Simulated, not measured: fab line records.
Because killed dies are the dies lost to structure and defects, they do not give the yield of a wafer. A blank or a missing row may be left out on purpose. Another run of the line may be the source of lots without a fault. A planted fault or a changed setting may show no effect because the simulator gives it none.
A lot that was struck, set against a sound lot + flow sfq line + 32 out of 325 route steps
Sound: the wafers L263.1, L263.2, L263.6. Struck: wafer L268.6. (L268.2 of the same lot was not struck and is left out.) The cause comes at the end.
For every step that has rows: the tool of each side, followed by ch and its chambers, followed by its first start. Under that, the readings that differ: sound wafers + struck wafers + difference of the means + sigmas: that difference in standard deviations of wafers without a fault.
alike: words and numbers the same on both sides, and readings whose means are apart by under 2 such deviations; not compared: readings that were withheld, readings missing a value for some wafer, numbers with overlapping values and no deviation given by the record, and bounds like >300 which may hide the same value.
A row with sigmas, a row that says differs or no value, or rows on one side alone: a step with any of these is where the two part. Numbers that don't overlap but have no deviation are shown without sigmas and don't part them. A reading that every wafer of one side lacks parts them only if that side has two wafers or more.

SFQ_INCOMING_BOW_MEAS_900:
  sound on film metro-04 at day 3 07:00; struck on film metro-01 at day 4 08:01
  alike: INCOMING_BOW
then, 1 step without rows for these wafers: SFQ_TRILAYER_INCOMING_OXIDATION_002 (target thk 500 nm, ox time 4939 s).
SFQ_TRILAYER_L0_DEP_SPUTTER_003: material MoNx KI, target thk 40 nm, time 100 s.
  sound on pvd sputter-06 at day 3 09:29; struck on pvd sputter-03 at day 4 10:29
| reading                                                  | sound             | struck | difference | sigmas |
|----------------------------------------------------------|-------------------|--------|------------|--------|
| model.MoNx_KI_of_TRILAYER_L0_DEP_SPUTTER_003.thk nm (nm) | 40.62 40.05 39.91 | 55.35  | +15.16     |        |
  alike: throttle valve pct
SFQ_L0_RS_MEAS_901: the measuring method here is four-point-probe.
  sound on film metro-02 at day 3 09:34; struck on film metro-01 at day 4 10:35
| reading                | sound          | struck | difference | sigmas |
|------------------------|----------------|--------|------------|--------|
| L0_MONX_KI_RS (ohm/sq) | 42.8 43.4 43.5 | 31.5   | -11.7      | -25    |
SFQ_L0_THK_MEAS_902: measures by xrf.
  sound on film metro-02 at day 3 09:41; struck on film metro-01 at day 4 10:41
| reading             | sound          | struck | difference | sigmas |
|---------------------|----------------|--------|------------|--------|
| L0_MONX_KI_THK (nm) | 40.1 39.8 39.3 | 55.6   | +15.9      | +33    |
then, 7 steps without rows for these wafers: SFQ_TRILAYER_L0_LITHO_COAT_010 (resist thk 62 nm); SFQ_TRILAYER_L0_LITHO_COAT_005 (resist thk 600 nm); SFQ_TRILAYER_L0_LITHO_SOFTBAKE_009; SFQ_TRILAYER_L0_LITHO_EXPOSE_006 (exposes mask L0, target cd 2000 nm); SFQ_TRILAYER_L0_LITHO_PEB_008 (peb time 60 s); SFQ_TRILAYER_L0_LITHO_DEVELOP_007 (time 60 s); SFQ_TRILAYER_L0_BARC_OPEN_METAL_ETCH_010 (etches BARC in O2, target depth 125 nm, time 41.7 s).
-- the record jumps here: 3 days lie between the struck wafers' starts before and after --
SFQ_TRILAYER_L0_ETCH_METAL_ETCH_008: etches MoNx KI in SF6/O2, stops on SiO2, target depth 50 nm, time 25 s.
  sound on rie metal-04 ch 0,1, day 6 12:55; struck on rie metal-03 ch 0, day 7 12:55
| reading               | sound             | struck | difference | sigmas |
|-----------------------|-------------------|--------|------------|--------|
| oes product au (a.u.) | 0.893 0.864 0.877 | 0.984  | +0.106     | +15    |
  alike: drypump motor current A, he backside leak sccm
  not compared: rf hours counter h
SFQ_TRILAYER_L0_STRIP_STRIP_009: strips in O2.
  sound on rie metal-04 ch 0,1, day 6 12:58; struck on rie metal-03 ch 0, day 7 12:58
  alike: drypump motor current A, he backside leak sccm, oes product au
  not compared: rf hours counter h
then, 1 step without rows for these wafers: SFQ_TRILAYER_L0_STRIP_SOLV_CLEAN_010 (cleans in NMP, time 600 s).
SFQ_TRILAYER_L0_CAP_PECVD_011: deposits SiO2 from SiH4/N2O, time 13.333 s, target thk 60 nm.
  sound on pecvd-01 ch 1,2, day 6 13:45; struck on pecvd-03 ch 1, day 7 13:45
| reading            | sound    | struck | difference | sigmas |
|--------------------|----------|--------|------------|--------|
| heater power w (W) | 61 97 60 | 113    | +40        | +2     |
  alike: chamber pressure Torr, throttle valve pct
  not compared: since wet clean h
then, 6 steps without rows for these wafers: SFQ_TRILAYER_L0_VIA_LITHO_COAT_018 (resist thk 62 nm); SFQ_TRILAYER_L0_VIA_LITHO_COAT_013 (resist thk 650 nm); SFQ_TRILAYER_L0_VIA_LITHO_SOFTBAKE_017; SFQ_TRILAYER_L0_VIA_LITHO_EXPOSE_014 (exposes mask L0V, target cd 700 nm); SFQ_TRILAYER_L0_VIA_LITHO_PEB_016 (peb time 60 s); SFQ_TRILAYER_L0_VIA_LITHO_DEVELOP_015 (time 60 s).
-- the record jumps here: 4 days lie between the struck wafers' starts before and after --
SFQ_L0V_OVL_MEAS_903:
  sound on overlay-01 at day 10 01:19; struck on overlay-01 at day 11 06:13
  alike: L0V_OVL
SFQ_TRILAYER_L0_VIA_BARC_OPEN_VIA_ETCH_021: etches BARC in O2, target depth 125 nm, time 41.7 s.
  sound on rie diel-04 ch 1,2, day 10 01:21; struck on rie diel-03 ch 1, day 11 06:15
  alike: drypump motor current A, oes product au
  not compared: rf hours counter h
SFQ_TRILAYER_L0_VIA_ETCH_VIA_ETCH_016: etches SiO2 in CHF3, stops on MoNx KI, target depth 80 nm.
  sound on rie diel-04 ch 1,2, day 10 01:23; struck on rie diel-03 ch 1, day 11 06:17
  alike: drypump motor current A, oes product au
then, 3 steps without rows for these wafers: SFQ_TRILAYER_L0_VIA_STRIP_STRIP_017 (strips in O2); SFQ_TRILAYER_L0_VIA_STRIP_SOLV_CLEAN_018 (cleans in NMP, time 600 s); SFQ_TRILAYER_M0_DEP_PRE_CLEAN_020 (time 15 s).
SFQ_TRILAYER_M0_DEP_SPUTTER_019: material Nb, target thk 200 nm, time 133.3 s.
  sound on pvd sputter-05 at day 10 02:14; struck on pvd sputter-04 at day 11 07:08
  alike: resputter cathode voltage v, throttle valve pct
SFQ_M0_RS_MEAS_904: the measuring method here is four-point-probe.
  sound on film metro-02 at day 10 02:19; struck on film metro-01 at day 11 07:14
| reading           | sound             | struck | difference | sigmas |
|-------------------|-------------------|--------|------------|--------|
| M0_NB_RS (ohm/sq) | 0.874 0.882 0.870 | 0.897  | +0.022     | +2     |
then, 1 step without rows for these wafers: SFQ_TRILAYER_M0_LITHO_COAT_026 (resist thk 62 nm).
-- the record jumps here: 71 days lie between the struck wafers' starts before and after --
SFQ_M8_BOW_MEAS_951:
  sound on film metro-04 at day 81 13:59; struck on film metro-04 at day 82 00:12
| reading                       | sound             | struck | difference | sigmas |
|-------------------------------|-------------------|--------|------------|--------|
| model.etest.l0.ohm sq         | 42.81 43.42 43.57 | 31.42  | -11.85     |        |
| model.etest.l0.comb log10 ohm | 12 12 12          | 0      | -12        |        |
  alike: M8_BOW

WHERE THEY PART
Last at SFQ_M0_RS_MEAS_904 as far as this record goes, first at SFQ_L0_RS_MEAS_901. Later steps at which nothing parts them and some readings are alike: SFQ_M8_BOW_MEAS_951.

WHY: whatever the simulator had introduced
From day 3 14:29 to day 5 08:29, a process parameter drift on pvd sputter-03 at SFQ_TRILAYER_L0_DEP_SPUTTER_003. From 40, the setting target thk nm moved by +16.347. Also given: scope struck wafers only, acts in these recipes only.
